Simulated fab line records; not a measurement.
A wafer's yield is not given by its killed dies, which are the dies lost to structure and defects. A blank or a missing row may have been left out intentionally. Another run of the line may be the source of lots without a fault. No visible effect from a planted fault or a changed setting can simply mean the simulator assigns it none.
The tool behind it: which one? | flow gf180mcu | 12 lots, 36 wafers sampled, at 1 step of a route of 602

== WHAT THE GAUGES READ, wafer by wafer ==
GF_M1_RS_MEAS_05: measures by four-point-probe.
lot  | measured     | on            | M1_ALCU_RS (ohm/sq)
L075 | day 16 13:19 | film_metro-03 | 0.0704 0.0704 0.0702
L077 | day 17 12:38 | film_metro-04 | 0.0695 0.0694 0.0690
L079 | day 18 07:07 | film_metro-04 | 0.0684 0.0689 0.0677
L081 | day 18 23:50 | film_metro-02 | 0.0700 0.0697 0.0695
L083 | day 19 16:55 | film_metro-04 | 0.0677 0.0678 0.0687
L085 | day 20 08:41 | film_metro-03 | 0.0693 0.0690 0.0687
L087 | day 21 02:13 | film_metro-04 | 0.0707 0.0703 0.0702
L089 | day 21 19:16 | film_metro-02 | 0.0689 0.0688 0.0691
L091 | day 22 08:17 | film_metro-02 | 0.0714 0.0710 0.0708
L093 | day 23 02:34 | film_metro-02 | 0.0700 0.0695 0.0694
L095 | day 23 15:01 | film_metro-04 | 0.0684 0.0686 0.0684
L097 | day 24 04:44 | film_metro-02 | 0.0691 0.0690 0.0693

== WHICH TOOL RAN EACH LOT (tool, then ch and the chambers of the sampled wafers, then the start) ==
There is no process step in the record ahead of these readings.

== THE ANSWER, worked out from the rows above alone ==
Rule: the usual values come from the lots themselves. Put in order of their means at a reading, lots are off if they are a third of the lots or fewer, leave a main group of 4 or more, and stand apart from it by a gap of 3 or more times the standard deviation of the main group's means; of several such gaps the widest counts. Not used: any main group whose means are identical at the precision the tables above print for the reading. Also off: a lot with no number at a reading for which 4 or more lots have one. The other lots that the step has rows for count as sound.
None of the lots is off at any reading shown; this tells nothing.

== WHAT HAD BEEN PUT IN BY THE SIMULATOR ==
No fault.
